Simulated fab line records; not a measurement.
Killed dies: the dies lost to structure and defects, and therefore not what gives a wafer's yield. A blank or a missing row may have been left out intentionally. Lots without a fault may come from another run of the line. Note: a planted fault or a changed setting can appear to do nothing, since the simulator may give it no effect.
Tool commonality check / flow sky130 / Lots sampled 14, wafers sampled 42

## WHY THIS WAS OPENED
SKY_RES_XHIGH_TW_MEAS_09, reading RES_XHIGH_TW: flagged on 2 of 14 lots. No-fault wafers: 1636, standard deviation 15.
Rule: a lot gets a flag if all its wafers with a number sit over 4 standard deviations from that mean, or if no wafer of it has a number. The other lots count as sound.

lot=L455; measured=day 26 22:22; on=film metro-03; RES_XHIGH_TW, wafer by wafer=1642 1645 1641; flag=
lot=L456; measured=day 27 01:28; on=film metro-03; RES_XHIGH_TW, wafer by wafer=1643 1637 1635; flag=
lot=L457; measured=day 27 10:17; on=film metro-01; RES_XHIGH_TW, wafer by wafer=1618 1619 1623; flag=
lot=L458; measured=day 27 16:03; on=film metro-03; RES_XHIGH_TW, wafer by wafer=1641 1635 1642; flag=
lot=L463; measured=day 30 04:00; on=film metro-02; RES_XHIGH_TW, wafer by wafer=1551 1541 1544; flag=FLAGGED
lot=L466; measured=day 30 23:25; on=film metro-01; RES_XHIGH_TW, wafer by wafer=1530 1519 1516; flag=FLAGGED
lot=L468; measured=day 31 11:59; on=film metro-02; RES_XHIGH_TW, wafer by wafer=1661 1659 1654; flag=
lot=L470; measured=day 31 21:43; on=film metro-03; RES_XHIGH_TW, wafer by wafer=1638 1647 1640; flag=
lot=L472; measured=day 32 06:25; on=film metro-01; RES_XHIGH_TW, wafer by wafer=1624 1617 1622; flag=
lot=L474; measured=day 33 06:15; on=film metro-03; RES_XHIGH_TW, wafer by wafer=1637 1646 1644; flag=
lot=L475; measured=day 34 00:22; on=film metro-03; RES_XHIGH_TW, wafer by wafer=1657 1653 1643; flag=
lot=L477; measured=day 34 00:26; on=film metro-02; RES_XHIGH_TW, wafer by wafer=1667 1653 1667; flag=
lot=L476; measured=day 34 02:43; on=film metro-01; RES_XHIGH_TW, wafer by wafer=1626 1628 1620; flag=
lot=L478; measured=day 34 10:24; on=film metro-01; RES_XHIGH_TW, wafer by wafer=1628 1628 1626; flag=
The mean of the flagged lots' numbers is 1534, -102 from the usual (-7 standard deviations).

## LOT BY LOT: THE TOOL USED
The record keeps 1 process step preceding the reading, out of 708 steps on the route. Every cell lists first the tool, next ch and the chambers used by the sampled wafers, and last the start.
lot=L455; flag=; SKY_RES_XHIGH_IMPLANT_07=implanter-03 ch 0, day 26 22:09
lot=L456; flag=; SKY_RES_XHIGH_IMPLANT_07=implanter-03 ch 0, day 27 01:13
lot=L457; flag=; SKY_RES_XHIGH_IMPLANT_07=implanter-04 ch 0, day 27 10:04
lot=L458; flag=; SKY_RES_XHIGH_IMPLANT_07=implanter-04 ch 0, day 27 15:48
lot=L463; flag=FLAGGED; SKY_RES_XHIGH_IMPLANT_07=implanter-02 ch 0, day 30 03:45
lot=L466; flag=FLAGGED; SKY_RES_XHIGH_IMPLANT_07=implanter-02 ch 0, day 30 23:11
lot=L468; flag=; SKY_RES_XHIGH_IMPLANT_07=implanter-03 ch 0, day 31 11:44
lot=L470; flag=; SKY_RES_XHIGH_IMPLANT_07=implanter-03 ch 0, day 31 21:30
lot=L472; flag=; SKY_RES_XHIGH_IMPLANT_07=implanter-03 ch 0, day 32 06:12
lot=L474; flag=; SKY_RES_XHIGH_IMPLANT_07=implanter-02 ch 0, day 33 06:00
lot=L475; flag=; SKY_RES_XHIGH_IMPLANT_07=implanter-02 ch 0, day 34 00:08
lot=L477; flag=; SKY_RES_XHIGH_IMPLANT_07=implanter-04 ch 0, day 34 00:11
lot=L476; flag=; SKY_RES_XHIGH_IMPLANT_07=implanter-03 ch 0, day 34 02:29
lot=L478; flag=; SKY_RES_XHIGH_IMPLANT_07=implanter-04 ch 0, day 34 10:09
What is done by these steps:
- SKY_RES_XHIGH_IMPLANT_07
- SKY_RES_XHIGH_TW_MEAS_09

## FLAGGED AGAINST TOTAL, ONE TOOL AT A TIME (gauges that did the reading follow at the end)
step=SKY_RES_XHIGH_IMPLANT_07; tool=implanter-02; lots run=4; flagged=2; share of the flagged lots=all; sound lots run after its first flagged lot=2 (L474,L475)
step=SKY_RES_XHIGH_IMPLANT_07; tool=implanter-03; lots run=6; flagged=0; share of the flagged lots=none; sound lots run after its first flagged lot=-
step=SKY_RES_XHIGH_IMPLANT_07; tool=implanter-04; lots run=4; flagged=0; share of the flagged lots=none; sound lots run after its first flagged lot=-
step=SKY_RES_XHIGH_TW_MEAS_09; tool=film metro-01; lots run=5; flagged=1; share of the flagged lots=some; sound lots run after its first flagged lot=3 (L472,L476,L478)
step=SKY_RES_XHIGH_TW_MEAS_09; tool=film metro-02; lots run=3; flagged=1; share of the flagged lots=some; sound lots run after its first flagged lot=2 (L468,L477)
step=SKY_RES_XHIGH_TW_MEAS_09; tool=film metro-03; lots run=6; flagged=0; share of the flagged lots=none; sound lots run after its first flagged lot=-

## WHAT THE TABLE ALLOWS
Rows of the table that ran each flagged lot: 1, that is implanter-02 at SKY_RES_XHIGH_IMPLANT_07.
- implanter-02 at SKY_RES_XHIGH_IMPLANT_07 ran 4 lots, 2 of them flagged. Sound lots followed the first flagged one (L474, L475) on it, something a lasting fault affecting the whole tool could not allow. Its own readings (beam on s, faraday current uA) fall more than 4 standard deviations out on all wafers of the flagged lots.
There is no row in the table that ran each flagged lot and no sound lot after the first.

## WHAT WAS PUT IN BY THE SIMULATOR
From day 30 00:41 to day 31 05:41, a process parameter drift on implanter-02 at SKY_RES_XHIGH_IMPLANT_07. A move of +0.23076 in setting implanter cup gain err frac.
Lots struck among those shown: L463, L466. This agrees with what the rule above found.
